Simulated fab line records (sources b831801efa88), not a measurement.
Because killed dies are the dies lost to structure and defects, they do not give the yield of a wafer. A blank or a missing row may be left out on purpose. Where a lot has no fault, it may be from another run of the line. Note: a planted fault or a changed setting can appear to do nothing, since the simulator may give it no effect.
Struck lot and sound lot, side by side || flow sky130 || 30 out of 708 route steps
Sound: these wafers, L427.1, L427.4, L427.5. Wafers struck: L417.1, L417.4, L417.6. The cause is given at the end.
Per side, at each step with rows, come the tool, then ch with its chambers, and then its first start. Under that, the readings that differ: sound wafers || struck wafers || difference of the means || sigmas: that difference in standard deviations of wafers without a fault.
alike: same words and numbers on both sides, and readings whose means sit less than 2 such deviations apart. not compared: any withheld reading, any reading some wafer has no value for, any bound like >300 that may hide the same value, and any number with overlapping values for which the record gives no deviation.
The two part at a step that has a row with sigmas, a row that says differs or no value, or rows on one side only. Non-overlapping numbers with no deviation appear without sigmas and do not part them. Lack of a reading on every wafer of one side parts them only where that side has two or more wafers.

first, 5 steps without rows for these wafers: SKY_SONOS_ONO_COAT_08 (resist thk 1140 nm); SKY_SONOS_ONO_SOFTBAKE_09 (time 60 s); SKY_SONOS_ONO_EXPOSE_10 (exposes mask ONOM, target cd 410 nm); SKY_SONOS_ONO_PEB_11; SKY_SONOS_ONO_DEVELOP_12 (develop time 60 s).
SKY_SONOS_ONO_CD_MEAS_13: target cd 410 nm.
  sound: cd_sem-02 at day 19 05:34; struck: cd_sem-02 at day 16 00:29
  alike: cd_nm
SKY_SONOS_ONO_OVL_MEAS_14:
  sound: overlay-01 at day 19 05:41; struck: overlay-02 at day 16 00:36
  alike: SONOS_ONO_OVL
SKY_SONOS_ONO_ETCH_15: etches the open film in CHF3/O2, target depth 19.52 nm, time 7.8 s.
  sound on rie_diel-04 ch 1,2,3, day 19 05:43; struck on rie_diel-04 ch 1,2, day 16 00:38
  alike: chf3_flow_sccm, drypump_motor_current_A, oes_product_au, rf_fwd_power_W, throttle_valve_pct
  not compared: rf_hours_counter_h
then, 1 step without rows for these wafers: SKY_SONOS_ONO_WET_ETCH_16 (etches SiO2 in dHF, target depth 14 nm, time 280 s).
SKY_SONOS_ONO_STRIP_17: strips in O2/N2.
  sound on plasma_asher-01 ch 0,1, day 19 05:50; struck on plasma_asher-03 ch 0,1, day 16 00:44
  alike: drypump_motor_current_A, o2_flow_sccm, oes_product_au, strip_time_to_endpoint_s
  not compared: rf_hours_counter_h
then, 2 steps without rows for these wafers: SKY_SONOS_ONO_WET_ETCH_18 (etches Si3N4 in H3PO4, target depth 15 nm, time 172 s); SKY_GATE_OXIDE_CLEAN_00 (cleans in SC1/SC2, time 150 s).
SKY_GATE_OXIDE_OXIDATION_01: stabilise 600 s, purge 300 s, target thk 10.268 nm.
  sound on furnace-02 ch 0, day 19 06:46; struck on furnace-01 ch 0, day 16 02:02
{"reading": "spike_tc_centre_C (C)", "sound": "903.7 902.7 903.8", "struck": "922.9 923.0 922.1", "difference": "+19.3", "sigmas": "+12"}
{"reading": "spike_tc_lower_C (C)", "sound": "900.1 900.6 899.8", "struck": "896.9 897.9 898.7", "difference": -2.3, "sigmas": -2}
{"reading": "spike_tc_upper_C (C)", "sound": "900.3 900.2 899.0", "struck": "897.1 897.4 897.0", "difference": -2.7, "sigmas": -3}
{"reading": "zone_power_centre_pct (%)", "sound": "18 19 19", "struck": "37 37 36", "difference": "+18", "sigmas": "+5"}
{"reading": "zone_power_lower_pct (%)", "sound": "18.2 18.5 18.2", "struck": "15.2 15.1 15.1", "difference": -3.2, "sigmas": -4}
{"reading": "zone_power_upper_pct (%)", "sound": "19.2 19.0 19.0", "struck": "16.2 16.5 16.4", "difference": -2.7, "sigmas": -2}
{"reading": "model.SiO2_of_GATE_OXIDE_OXIDATION_01.thk_nm (nm)", "sound": "10.15 10.01 9.976", "struck": "11.35 10.86 10.63", "difference": "+0.90", "sigmas": ""}
  alike: tube_center_temp_C, tube_center_temp_C_max
SKY_GATE_OXIDE_THK_MEAS_02:
  sound: film_metro-02 at day 19 08:10; struck: film_metro-02 at day 16 03:27
{"reading": "GATE_OXIDE_OXIDATION_00_THK (nm)", "sound": "10.16 10.02 9.97", "struck": "11.35 10.90 10.62", "difference": "+0.91", "sigmas": "+3"}
then, 7 steps without rows for these wafers: SKY_GATE_OXIDE_DEHYDRATE_03 (time 60 s); SKY_GATE_OXIDE_HMDS_04 (prime time 60 s); SKY_GATE_OXIDE_COAT_05 (resist thk 1140 nm); SKY_GATE_OXIDE_SOFTBAKE_06 (time 60 s); SKY_GATE_OXIDE_EXPOSE_07 (exposes mask LVOM, target cd 600 nm); SKY_GATE_OXIDE_PEB_08; SKY_GATE_OXIDE_DEVELOP_09 (develop time 60 s).
SKY_GATE_OXIDE_OVL_MEAS_10:
  sound: overlay-01 at day 20 14:35; struck: overlay-02 at day 17 08:02
  alike: GATE_OXIDE_OVL
then, 2 steps without rows for these wafers: SKY_GATE_OXIDE_IMPLANT_11; SKY_GATE_OXIDE_WET_ETCH_12 (etches SiO2 in dHF, target depth 16.8 nm, time 336 s).
SKY_GATE_OXIDE_STRIP_13: strips in O2/N2.
  sound on plasma_asher-01 ch 1, day 20 14:53; struck on plasma_asher-01 ch 0,1, day 17 08:19
  alike: drypump_motor_current_A, o2_flow_sccm, oes_product_au, strip_time_to_endpoint_s
  not compared: rf_hours_counter_h
SKY_GATE_OXIDE_TW_MEAS_14:
  sound: film_metro-02 at day 20 14:59; struck: film_metro-03 at day 17 08:25
  alike: GATE_OXIDE_TW
then, 1 step without rows for these wafers: SKY_GATE_OXIDE_CLEAN_15 (cleans in SC1/SC2, time 150 s).
SKY_GATE_OXIDE_OXIDATION_16: stabilise 600 s, purge 300 s, target thk 3.57 nm.
  sound on furnace-02 ch 0, day 20 16:39; struck on furnace-01 ch 0, day 17 09:16
{"reading": "zone_power_lower_pct (%)", "sound": "14.1 14.3 14.2", "struck": "15.4 15.7 15.8", "difference": "+1.4", "sigmas": "+2"}
{"reading": "zone_power_upper_pct (%)", "sound": "15.1 14.9 15.0", "struck": "16.7 17.0 16.8", "difference": "+1.8", "sigmas": "+2"}
{"reading": "model.SiO2_of_GATE_OXIDE_OXIDATION_01.thk_nm (nm)", "sound": "11.5 11.4 11.35", "struck": "12.67 12.16 11.99", "difference": "+0.86", "sigmas": ""}
  alike: ox_temp_c_max, ramp_down_c_per_min, spike_tc_centre_C, spike_tc_lower_C, spike_tc_upper_C, tube_center_temp_C, tube_center_temp_C_max, zone_power_centre_pct
then, 1 step without rows for these wafers: SKY_POLY_GATE_CVD_00 (deposits poly-Si, target thk 180 nm, time 720 s).
-- a jump in the record: the struck wafers' starts before and after are 31 days apart (it breaks off in module POLY_GATE and resumes in module PAD_OPEN, where the first step shown is number 708 of the route) --
SKY_PAD_OPEN_PROBE_99:
  sound: prober-01 at day 50 09:16; struck: prober-01 at day 48 09:31
{"reading": "model.etest.nfet_16v.r_on_ohm_um", "sound": "1.389e+04 1.393e+04 1.392e+04", "struck": "1.448e+04 1.428e+04 1.4e+04", "difference": "+3.400e+02", "sigmas": ""}
{"reading": "model.etest.tip_sonos.rs_ohm_sq", "sound": "2642 2619 2600", "struck": "2973 2815 2752", "difference": "+226", "sigmas": ""}
{"reading": "model.etest.pfet_g5v0d10v5.r_on_ohm_um", "sound": "4671 4733 4736", "struck": "5036 4928 4890", "difference": "+238", "sigmas": ""}
{"reading": "model.etest.nfet_g5v0d10v5.r_on_ohm_um", "sound": "1886 1879 1882", "struck": "2018 1921 1908", "difference": "+67", "sigmas": ""}
{"reading": "model.etest.nfet_g5v0d10v5.drive_ua_um", "sound": "608.5 613 609.2", "struck": "553.5 579.5 592.7", "difference": -35.0, "sigmas": ""}
{"reading": "model.etest.nfet_05v0_nvt.drive_ua_um", "sound": "577 582.9 580.5", "struck": "534.7 554.3 563.9", "difference": -29.2, "sigmas": ""}
{"reading": "model.etest.pfet_g5v0d10v5.drive_ua_um", "sound": "349.9 344.4 353.1", "struck": "314.6 326.9 330.8", "difference": -25.0, "sigmas": ""}
{"reading": "model.etest.nfet_16v.drive_ua_um", "sound": "223.2 225 225.7", "struck": "205.3 214.7 219.5", "difference": -11.5, "sigmas": ""}
  alike: killed_at_M0_to_M3, killed_at_M4_up, killed_at_contacts, killed_at_front_end, killed_at_other, killed_dies, killed_open, killed_short

== WHERE THEY PART ==
Earliest at SKY_GATE_OXIDE_OXIDATION_01; latest, in this record, at SKY_GATE_OXIDE_OXIDATION_16. Later steps at which nothing parts them and some readings are alike: SKY_PAD_OPEN_PROBE_99.

WHY: what the simulator had put in
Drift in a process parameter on furnace-01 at SKY_GATE_OXIDE_OXIDATION_01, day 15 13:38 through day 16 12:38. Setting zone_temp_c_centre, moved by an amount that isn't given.
